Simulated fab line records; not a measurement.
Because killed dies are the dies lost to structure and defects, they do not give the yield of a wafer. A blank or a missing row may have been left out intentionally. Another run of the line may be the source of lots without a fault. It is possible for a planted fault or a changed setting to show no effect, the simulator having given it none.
Chamber matching + flow gf180mcu + GF_POLY_GATE_ETCH_12 on rie-diel-04: 4 sister chambers
The step etches BARC in N2/H2. 18 wafers are shown with their chamber, then 9 later ones without.

== WAFERS PAIRED WITH THEIR CHAMBERS ==
| wafer  | chamber | drypump-motor-current-A (A) | throttle-valve-pct (%) | oes-product-au (a.u.) |
|--------|---------|-----------------------------|------------------------|-----------------------|
| L942.1 | 1       | 5.4                         | 13.209                 | 0.735                 |
| L942.2 | 2       | 6.2                         | 13.227                 | 0.736                 |
| L942.3 | 0       | 4.7                         | 13.217                 | 0.740                 |
| L946.3 | 0       | 4.7                         | 13.222                 | 0.728                 |
| L946.5 | 2       | 6.3                         | 13.216                 | 0.734                 |
| L946.6 | 1       | 5.3                         | 13.209                 | 0.719                 |
| L947.3 | 3       | 5.3                         | 13.217                 | 0.729                 |
| L947.4 | 1       | 5.3                         | 13.201                 | 0.733                 |
| L947.6 | 2       | 6.2                         | 13.218                 | 0.727                 |
| L948.3 | 2       | 6.2                         | 13.191                 | 0.733                 |
| L948.4 | 1       | 5.4                         | 13.211                 | 0.742                 |
| L948.6 | 0       | 4.7                         | 13.228                 | 0.734                 |
| L953.1 | 3       | 5.3                         | 13.213                 | 0.731                 |
| L953.3 | 1       | 5.3                         | 13.208                 | 0.741                 |
| L953.5 | 3       | 5.3                         | 13.214                 | 0.749                 |
| L958.1 | 2       | 6.3                         | 13.187                 | 0.740                 |
| L958.4 | 0       | 4.7                         | 13.213                 | 0.728                 |
| L958.5 | 0       | 4.7                         | 13.209                 | 0.743                 |

SIGNATURES (averages over the wafers above)
| reading                 | chamber 0 | chamber 1 | chamber 2 | chamber 3 | scatter within a chamber |
|-------------------------|-----------|-----------|-----------|-----------|--------------------------|
| drypump-motor-current-A | 4.700     | 5.340     | 6.240     | 5.300     | 0.0414                   |
| throttle-valve-pct      | 13.21780  | 13.20760  | 13.20780  | 13.21467  | 0.0105                   |
| oes-product-au          | 0.73460   | 0.73400   | 0.73400   | 0.73633   | 0.00784                  |
Rule: for a wafer and a chamber, the distance is found by dividing, reading by reading, the gap between the wafer's reading and the chamber's mean by the reading's scatter, squaring, summing and taking the root. The wafer belongs to the nearest chamber; if the next one is less than 2 further off, it can't be placed. The scatter: the root of (the sum of the squares of (reading less its chamber's mean) over the shown wafers, divided by (wafers less chambers)).

== WAFERS WHOSE CHAMBER IS MISSING ==
| wafer  | drypump-motor-current-A (A) | throttle-valve-pct (%) | oes-product-au (a.u.) |
|--------|-----------------------------|------------------------|-----------------------|
| L959.4 | 6.2                         | 13.219                 | 0.732                 |
| L959.5 | 5.3                         | 13.206                 | 0.737                 |
| L959.6 | 6.2                         | 13.209                 | 0.735                 |
| L960.2 | 5.3                         | 13.222                 | 0.740                 |
| L960.3 | 5.3                         | 13.208                 | 0.743                 |
| L960.6 | 4.7                         | 13.215                 | 0.730                 |
| L963.1 | 5.3                         | 13.203                 | 0.732                 |
| L963.3 | 4.7                         | 13.206                 | 0.738                 |
| L963.4 | 5.4                         | 13.208                 | 0.735                 |

== WHICH CHAMBER EACH WENT THROUGH ==
| wafer  | from the rows above     | in truth |
|--------|-------------------------|----------|
| L959.4 | 2                       | 2        |
| L959.5 | can't be placed: 3 or 1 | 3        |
| L959.6 | 2                       | 2        |
| L960.2 | can't be placed: 3 or 1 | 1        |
| L960.3 | can't be placed: 3 or 1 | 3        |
| L960.6 | 0                       | 0        |
| L963.1 | can't be placed: 1 or 3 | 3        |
| L963.3 | 0                       | 0        |
| L963.4 | can't be placed: 1 or 3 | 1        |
Correctly placed: 4 of 9. These rows do not allow placing 5 (true chamber among the candidates in 5). Wrongly placed: 0.
